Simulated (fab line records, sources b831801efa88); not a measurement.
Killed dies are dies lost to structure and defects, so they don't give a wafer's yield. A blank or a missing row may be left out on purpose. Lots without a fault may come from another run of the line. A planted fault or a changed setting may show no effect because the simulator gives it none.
fab line records | flow sfq_line
record lots=5 wafers=23
route steps=325 shown M6@256 I6@271 M7@285 I7@300 M8@313
start_h: hours from the record's first day to the start of the lot's first wafer shown | wait_h: hours since the lot's step before | " the same as in the row above | L1.1+2: a row that stands for several wafers | - no value, or no start given | * or withheld: withheld | < > ~ a bound
route shown NAME@n: a module of which the file shows steps, and the number in the route of the first | usual: mean/standard deviation of fault-free wafers | same: alike in all rows | chamber/n: place in a boat | sites: the reading at each site | _std_site: their standard deviation | _edge_site: outer sites' mean less inner sites' | radius_mm: how far each site lies from the wafer's centre | mask NAME#n: copy n | behind: the tool/chamber that last shaped the wafer | hold: why the lot was held/for how many hours/how that ended | device: the transistor (n, p or np) that didn't switch | end of line: the same wafers' tests at the end of the route | a step without rows: its recipe alone | killed: dies lost to structure and defects at the first sort, not the wafer's yield | map: a wafer's dies, x killed, . not, _ none there
set.NAME: the setting as run; set.NAME@STEP: as run at that earlier step | model.NAME: the simulator's own value behind a step, which no gauge read
lots whose settings were changed on purpose; a table a step, a row a wafer
## steps
# step SFQ_TRILAYER_M6_LITHO_COAT_159
# recipe resist=KrF spin_rpm=3000 resist_thk_nm=600
# columns lot.wafer tool chamber start_h wait_h set.resist_thk_nm model.KrF_of_TRILAYER_M6_LITHO_COAT_159.thk_nm
L074.1 litho_track-03 0 1623.70 0.2 590.3 590.5
L074.2 " 0 " " 600 600.1
L074.3 " 0 " " 590.3 588.8
L074.4 " 0 " " 600 599
L074.5 " 0 " " 600 602
L077.1 litho_track-04 0 1638.18 0.2 600 603.3
L077.3 " 0 " " 600 602.6
L077.4 " 0 " " 600 606
L077.5 " 0 " " 581.9 585.5
L077.6 " 0 " " 581.9 585.1
L078.1+2 litho_track-03 0 1760.10 0.2 600 599
L078.3 " 0 " " 600 601.5
L078.5 " 0 " " 600 599.2
L078.6 " 0 " " 600 599.8
L080.2 litho_track-03 0 1767.39 0.2 600 596.8
L080.5 " 0 " " 600 599.9
L080.6 " 0 " " 600 597.4
L083.1 litho_track-02 0 1770.94 0.2 600 601
L083.2 " 0 " " 600 601.3
L083.3 " 0 " " 600 601.4
L083.5 " 0 " " 577.1 578.6
L083.6 " 0 " " 577.1 577.1
# step SFQ_TRILAYER_M6_LITHO_SOFTBAKE_163
# recipe temp_c=withheld time_s=withheld resist=KrF
# step SFQ_TRILAYER_M6_LITHO_EXPOSE_160
# recipe mask_id=M6 na=0.6 source_shape=conventional sigma_outer=0.65 target_cd_nm=500 dose_mj=14.4
# step SFQ_TRILAYER_M6_LITHO_DEVELOP_161
# recipe time_s=60 resist=KrF
# step SFQ_TRILAYER_M6_BARC_OPEN_METAL_ETCH_206
# recipe mask_material=PR chemistry=O2 target_depth_nm=125 target=BARC icp_w=600 bias_w=80 pressure_mtorr=10 time_s=41.7
# columns lot.wafer tool chamber start_h wait_h set.resist_thk_nm@TRILAYER_M6_LITHO_COAT_159 model.KrF_of_TRILAYER_M6_LITHO_COAT_159.thk_nm
L074.1 rie_metal-03 1 1627.77 0.0 590.3 512.4
L074.2 " 0 " " 600 523.4
L074.3 " 1 " " 590.3 511
L074.4 " 0 " " 600 521.8
L074.5 " 0 " " 600 525
L077.1 rie_metal-03 1 1743.20 0.0 600 525.2
L077.3 " 1 " " 600 524.9
L077.4 " 0 " " 600 530.5
L077.5 " 1 " " 581.9 507.3
L077.6 " 0 " " 581.9 509.1
L078.1 rie_metal-04 1 1869.23 0.0 600 520.4
L078.2+5 " 0 " " 600 522.7
L078.3 " 1 " " 600 523.6
L078.6 " 1 " " 600 521.8
L080.2 rie_metal-02 1 1876.43 0.0 600 518.3
L080.5 " 1 " " 600 521.8
L080.6 " 0 " " 600 517.4
L083.1 rie_metal-04 0 1880.03 0.0 600 524.1
L083.2 " 1 " " 600 523.1
L083.3 " 0 " " 600 525
L083.5 " 1 " " 577.1 500.5
L083.6 " 0 " " 577.1 500.1
# step SFQ_TRILAYER_I6_VIA_LITHO_COAT_169
# recipe resist=KrF spin_rpm=3000 resist_thk_nm=650
# columns lot.wafer tool chamber start_h wait_h set.spin_rpm model.KrF_of_TRILAYER_I6_VIA_LITHO_COAT_169.thk_nm
L074.1 litho_track-03 0 1635.08 0.2 3141 635.8
L074.2 " 0 " " 3000 649.3
L074.3 " 0 " " 3000 651.6
L074.4 " 0 " " 3141 633.9
L074.5 " 0 " " 3141 635
L077.1 litho_track-01 0 1748.90 0.2 3000 653.3
L077.3 " 0 " " 3076 645.2
L077.4 " 0 " " 3076 644.3
L077.5 " 0 " " 3000 653.5
L077.6 " 0 " " 3076 644.4
L078.1 litho_track-02 0 1874.89 0.2 3000 650.8
L078.2 " 0 " " 3000 648.1
L078.3 " 0 " " 3000 650.4
L078.5 " 0 " " 3079 640.9
L078.6 " 0 " " 3079 641.2
L080.2 litho_track-03 0 1882.14 0.2 3000 649.4
L080.5 " 0 " " 3000 650.5
L080.6 " 0 " " 3000 650.8
L083.1 litho_track-02 0 1886.29 0.2 2896 659.1
L083.2 " 0 " " 3000 649.5
L083.3 " 0 " " 2896 662
L083.5 " 0 " " 3000 649.7
L083.6 " 0 " " 3000 648
# step SFQ_TRILAYER_I6_VIA_LITHO_SOFTBAKE_173
# recipe temp_c=withheld time_s=withheld resist=KrF
# step SFQ_TRILAYER_I6_VIA_LITHO_EXPOSE_170
# recipe mask_id=I6 na=0.6 source_shape=conventional sigma_outer=0.65 target_cd_nm=700 dose_mj=21.3
# step SFQ_TRILAYER_I6_VIA_LITHO_DEVELOP_171
# recipe time_s=60 resist=KrF
# step SFQ_TRILAYER_I6_VIA_BARC_OPEN_VIA_ETCH_235
# recipe mask_material=PR chemistry=O2 target_depth_nm=125 target=BARC source_w=500 bias_w=80 pressure_mtorr=30 time_s=41.7
# columns lot.wafer tool chamber start_h wait_h set.spin_rpm@TRILAYER_I6_VIA_LITHO_COAT_169 model.KrF_of_TRILAYER_I6_VIA_LITHO_COAT_169.thk_nm
L074.1 rie_diel-03 0 1739.60 0.0 3141 559.7
L074.2 " 1 " " 3000 573.9
L074.3 " 3 " " 3000 574.8
L074.4 " 2 " " 3141 557.6
L074.5 " 0 " " 3141 558.9
L077.1 rie_diel-01 1 1857.11 0.0 3000 574.1
L077.3 " 3 " " 3076 568.8
L077.4 " 2 " " 3076 567.4
L077.5 " 3 " " 3000 577.3
L077.6 " 2 " " 3076 567.8
L078.1 rie_diel-01 3 1878.06 0.0 3000 574.1
L078.2 " 0 " " 3000 572.3
L078.3 " 1 " " 3000 571.7
L078.5 " 0 " " 3079 564.9
L078.6 " 3 " " 3079 564
L080.2 rie_diel-03 1 1884.08 0.0 3000 575.4
L080.5 " 0 " " 3000 573.4
L080.6 " 1 " " 3000 576.9
L083.1 rie_diel-03 0 1888.46 0.0 2896 581.1
L083.2 " 2 " " 3000 573
L083.3 " 1 " " 2896 586.9
L083.5 " 1 " " 3000 574.5
L083.6 " 2 " " 3000 571.1
# step SFQ_TRILAYER_M7_LITHO_COAT_182
# recipe resist=BARC spin_rpm=3000 resist_thk_nm=62
# columns lot.wafer tool chamber start_h wait_h set.spin_rpm model.BARC_of_TRILAYER_M7_LITHO_COAT_182.thk_nm
L074.1 litho_track-02 0 1740.84 0.1 3000 62.14
L074.2 " 0 " " 2823 64.05
L074.3 " 0 " " 3000 62.08
L074.4 " 0 " " 2823 64.13
L074.5 " 0 " " 3000 61.96
L077.1 litho_track-01 0 1858.33 0.1 3000 61.87
L077.3 " 0 " " 3000 61.93
L077.4 " 0 " " 3000 62.08
L077.5 " 0 " " 3000 61.94
L077.6 " 0 " " 3000 61.95
L078.1 litho_track-04 0 1879.46 0.1 3000 61.74
L078.2 " 0 " " 2819 63.8
L078.3 " 0 " " 2819 63.6
L078.5 " 0 " " 2819 63.77
L078.6 " 0 " " 3000 61.82
L080.2+5 litho_track-04 0 1885.37 0.1 3000 61.83
L080.6 " 0 " " 3000 61.98
L083.1 litho_track-01 0 1889.69 0.1 3093 61.16
L083.2 " 0 " " 3000 62.05
L083.3 " 0 " " 3000 62.22
L083.5 " 0 " " 3093 61.21
L083.6 " 0 " " 3093 61.18
# step SFQ_TRILAYER_M7_LITHO_EXPOSE_178
# recipe mask_id=M7 na=0.6 source_shape=conventional sigma_outer=0.65 target_cd_nm=500 dose_mj=14.4
# columns lot.wafer tool chamber start_h wait_h mask set.dose_mj
L074.1+3+4 krf_scanner-01 0 1845.00 - M7#0 14.4
L074.2+5 " 0 " " M7#0 13.46
L077.1+3+5 krf_scanner-02 0 1977.13 - M7#0 14.69
L077.4+6 " 0 " " M7#0 14.4
L078.1+3+5 krf_scanner-02 0 1986.05 - M7#0 13.61
L078.2+6 " 0 " " M7#0 14.4
L080.2+5+6 krf_scanner-02 0 1988.65 - M7#0 14.4
L083.1+3+5 krf_scanner-02 0 1992.05 - M7#0 13.94
L083.2+6 " 0 " " M7#0 14.4
# step SFQ_TRILAYER_M7_LITHO_PEB_180
# recipe peb_temp_c=115 peb_time_s=60 resist=KrF
# step SFQ_TRILAYER_M7_LITHO_DEVELOP_179
# recipe time_s=60 resist=KrF
# step SFQ_TRILAYER_M7_BARC_OPEN_METAL_ETCH_229
# recipe mask_material=PR chemistry=O2 target_depth_nm=125 target=BARC icp_w=600 bias_w=80 pressure_mtorr=10 time_s=41.7
# columns lot.wafer tool chamber start_h wait_h set.spin_rpm@TRILAYER_M7_LITHO_COAT_182 set.dose_mj@TRILAYER_M7_LITHO_EXPOSE_178 model.M7.cd_nm model.etch.depth_nm
L074.1 rie_metal-03 0 1846.53 0.0 3000 14.4 499.9 62.14
L074.2 " 1 " " 2823 13.46 510.5 -
L074.3 " 1 " " 3000 14.4 499.5 62.08
L074.4 " 0 " " 2823 14.4 498.7 -
L074.5 " 0 " " 3000 13.46 508.1 61.96
L077.1 rie_metal-04 1 1978.66 0.0 3000 14.69 498.3 61.87
L077.3 " 0 " " 3000 14.69 495.1 -
L077.4 " 1 " " 3000 14.4 501.6 62.08
L077.5 " 0 " " 3000 14.69 494 -
L077.6 " 1 " " 3000 14.4 501.9 -
L078.1 rie_metal-01 1 1987.59 0.0 3000 13.61 508.8 -
L078.2 " 0 " " 2819 14.4 500.2 63.8
L078.3 " 1 " " 2819 13.61 509.2 -
L078.5 " 0 " " 2819 13.61 508.6 -
L078.6 " 1 " " 3000 14.4 499 61.82
L080.2 rie_metal-01 0 1989.99 0.0 3000 14.4 501.4 61.83
L080.5 " 0 " " 3000 14.4 500.2 61.83
L080.6 " 1 " " 3000 14.4 500.2 61.98
L083.1 rie_metal-04 1 1993.59 0.0 3093 13.94 504.2 -
L083.2 " 0 " " 3000 14.4 498.2 62.05
L083.3 " 0 " " 3000 13.94 501.6 62.22
L083.5 " 0 " " 3093 13.94 501.2 61.21
L083.6 " 1 " " 3093 14.4 499 -
# step SFQ_TRILAYER_M7_ETCH_METAL_ETCH_180
# recipe target=Nb stop_on=SiO2 mask_material=PR chemistry=Cl2/Ar target_depth_nm=240 icp_w=600 bias_w=80 pressure_mtorr=10 time_s=120
# columns lot.wafer tool chamber start_h wait_h set.dose_mj@TRILAYER_M7_LITHO_EXPOSE_178 model.M7.cd_nm
L074.1 rie_metal-03 0 1846.59 0.0 14.4 502.1
L074.2 " 1 " " 13.46 508
L074.3 " 1 " " 14.4 498.7
L074.4 " 0 " " 14.4 500.7
L074.5 " 0 " " 13.46 509.9
L077.1+3 rie_metal-04 1,0 1978.72 0.0 14.69 499.4
L077.4 " 1 " " 14.4 503.4
L077.5 " 0 " " 14.69 497.7
L077.6 " 1 " " 14.4 502.8
L078.1 rie_metal-01 1 1987.65 0.0 13.61 508.5
L078.2 " 0 " " 14.4 496.9
L078.3 " 1 " " 13.61 507.6
L078.5 " 0 " " 13.61 505.8
L078.6 " 1 " " 14.4 498.3
L080.2 rie_metal-01 0 1990.05 0.0 14.4 499.5
L080.5 " 0 " " 14.4 498.3
L080.6 " 1 " " 14.4 499.9
L083.1 rie_metal-04 1 1993.65 0.0 13.94 506.7
L083.2 " 0 " " 14.4 502.7
L083.3 " 0 " " 13.94 507.5
L083.5 " 0 " " 13.94 506.3
L083.6 " 1 " " 14.4 501.6
# step SFQ_TRILAYER_I7_VIA_LITHO_COAT_192
# recipe resist=BARC spin_rpm=3000 resist_thk_nm=62
# columns lot.wafer tool chamber start_h wait_h set.resist_thk_nm model.BARC_of_TRILAYER_I7_VIA_LITHO_COAT_192.thk_nm
L074.1 litho_track-03 0 1851.89 1.0 62 62.08
L074.2 " 0 " " 62 62.03
L074.3 " 0 " " 60.06 59.9
L074.4 " 0 " " 62 62.15
L074.5 " 0 " " 60.06 59.94
L077.1 litho_track-03 0 1986.50 1.0 64.87 65.21
L077.3 " 0 " " 64.87 64.82
L077.4 " 0 " " 62 61.93
L077.5 " 0 " " 62 62
L077.6 " 0 " " 64.87 64.96
L078.1 litho_track-04 0 1995.50 1.0 64.13 64.24
L078.2 " 0 " " 62 61.86
L078.3 " 0 " " 64.13 64.23
L078.5 " 0 " " 62 62.13
L078.6 " 0 " " 62 62.04
L080.2 litho_track-01 0 2001.55 0.8 62 62.4
L080.5 " 0 " " 62 62.33
L080.6 " 0 " " 62 62.62
L083.1 litho_track-04 0 2008.94 1.0 59.41 59.47
L083.2 " 0 " " 62 61.89
L083.3 " 0 " " 62 62.11
L083.5 " 0 " " 62 61.91
L083.6 " 0 " " 59.41 59.51
# step SFQ_TRILAYER_I7_VIA_BARC_OPEN_VIA_ETCH_260
# recipe mask_material=PR chemistry=O2 target_depth_nm=125 target=BARC source_w=500 bias_w=80 pressure_mtorr=30 time_s=41.7
# columns lot.wafer tool chamber start_h wait_h set.time_s set.resist_thk_nm@TRILAYER_I7_VIA_LITHO_COAT_192 model.etch.depth_nm
L074.1 rie_diel-04 2 1859.51 0.0 36.57 62 62.08
L074.2 " 1 " " 36.57 62 -
L074.3 " 3 " " 41.7 60.06 59.9
L074.4 " 0 " " 41.7 62 -
L074.5 " 0 " " 36.57 60.06 59.94
L077.1 rie_diel-01 2 1997.19 0.0 41.7 64.87 65.21
L077.3 " 0 " " 41.7 64.87 -
L077.4 " 3 " " 39.19 62 61.93
L077.5 " 3 " " 39.19 62 -
L077.6 " 2 " " 39.19 64.87 -
L078.1 rie_diel-04 0 1998.39 0.0 41.7 64.13 -
L078.2 " 3 " " 41.7 62 61.86
L078.3 " 1 " " 44.3 64.13 -
L078.5 " 0 " " 41.7 62 -
L078.6 " 1 " " 44.3 62 62.04
L080.2 rie_diel-02 0 2081.45 0.0 41.7 62 62.4
L080.5 " 2 " " 41.7 62 62.33
L080.6 " 3 " " 41.7 62 62.62
L083.1 rie_diel-02 3 2094.65 0.0 41.7 59.41 -
L083.2 " 0 " " 41.7 62 61.89
L083.3 " 1 " " 46.36 62 62.11
L083.5 " 3 " " 41.7 62 61.91
L083.6 " 0 " " 46.36 59.41 -
# step SFQ_TRILAYER_M8_LITHO_COAT_193
# recipe resist=KrF spin_rpm=3000 resist_thk_nm=600
# columns lot.wafer tool chamber start_h wait_h set.spin_rpm model.KrF_of_TRILAYER_M8_LITHO_COAT_193.thk_nm
L074.1 litho_track-03 0 - - 3000 597.5
L074.2 " 0 " " 3000 598.4
L074.3 " 0 " " 2809 621
L074.4 " 0 " " 2809 619.3
L074.5 " 0 " " 2809 618.1
L077.1+6 litho_track-02 0 - - 3000 603.3
L077.3 " 0 " " 3000 603.8
L077.4 " 0 " " 3000 602.4
L077.5 " 0 " " 3000 603
L078.1 litho_track-03 0 - - 3000 597
L078.2 " 0 " " 3000 598.8
L078.3 " 0 " " 2839 614.2
L078.5 " 0 " " 2839 614.6
L078.6 " 0 " " 3000 599.1
L080.2 litho_track-03 0 - - 3000 598.1
L080.5 " 0 " " 3000 598.6
L080.6 " 0 " " 3000 601.3
L083.1+3 litho_track-02 0 - - 2790 619.7
L083.2 " 0 " " 3000 598
L083.5 " 0 " " 3000 598.6
L083.6 " 0 " " 3000 599.1
## key
split step=SFQ_TRILAYER_M6_LITHO_COAT_159 setting=resist_thk_nm stated=600 by=wafer
response step=SFQ_TRILAYER_M6_LITHO_COAT_159 reading=model.KrF_of_TRILAYER_M6_LITHO_COAT_159.thk_nm change=+6.2 per=1% r=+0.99
response step=SFQ_TRILAYER_M6_BARC_OPEN_METAL_ETCH_206 reading=model.KrF_of_TRILAYER_M6_LITHO_COAT_159.thk_nm change=+6.32 per=1% r=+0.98
split step=SFQ_TRILAYER_I6_VIA_LITHO_COAT_169 setting=spin_rpm stated=3000 by=wafer
response step=SFQ_TRILAYER_I6_VIA_LITHO_COAT_169 reading=model.KrF_of_TRILAYER_I6_VIA_LITHO_COAT_169.thk_nm change=-3.33 per=1% r=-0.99
response step=SFQ_TRILAYER_I6_VIA_BARC_OPEN_VIA_ETCH_235 reading=model.KrF_of_TRILAYER_I6_VIA_LITHO_COAT_169.thk_nm change=-3.23 per=1% r=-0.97
split step=SFQ_TRILAYER_M7_LITHO_COAT_182 setting=spin_rpm stated=3000 by=wafer
response step=SFQ_TRILAYER_M7_LITHO_COAT_182 reading=model.BARC_of_TRILAYER_M7_LITHO_COAT_182.thk_nm change=-0.33 per=1% r=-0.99
response step=SFQ_TRILAYER_M7_BARC_OPEN_METAL_ETCH_229 reading=model.etch.depth_nm change=-0.32 per=1% r=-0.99
split step=SFQ_TRILAYER_M7_LITHO_EXPOSE_178 setting=dose_mj stated=14.4 by=wafer
response step=SFQ_TRILAYER_M7_BARC_OPEN_METAL_ETCH_229 reading=model.M7.cd_nm change=-1.6 per=1% r=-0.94
response step=SFQ_TRILAYER_M7_ETCH_METAL_ETCH_180 reading=model.M7.cd_nm change=-1.52 per=1% r=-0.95
split step=SFQ_TRILAYER_I7_VIA_LITHO_COAT_192 setting=resist_thk_nm stated=62 by=wafer
response step=SFQ_TRILAYER_I7_VIA_LITHO_COAT_192 reading=model.BARC_of_TRILAYER_I7_VIA_LITHO_COAT_192.thk_nm change=+0.642 per=1% r=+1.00
response step=SFQ_TRILAYER_I7_VIA_BARC_OPEN_VIA_ETCH_260 reading=model.etch.depth_nm change=+0.7 per=1% r=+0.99
split step=SFQ_TRILAYER_I7_VIA_BARC_OPEN_VIA_ETCH_260 setting=time_s stated=41.7 by=wafer
response none clear
split step=SFQ_TRILAYER_M8_LITHO_COAT_193 setting=spin_rpm stated=3000 by=wafer
response step=SFQ_TRILAYER_M8_LITHO_COAT_193 reading=model.KrF_of_TRILAYER_M8_LITHO_COAT_193.thk_nm change=-3.14 per=1% r=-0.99
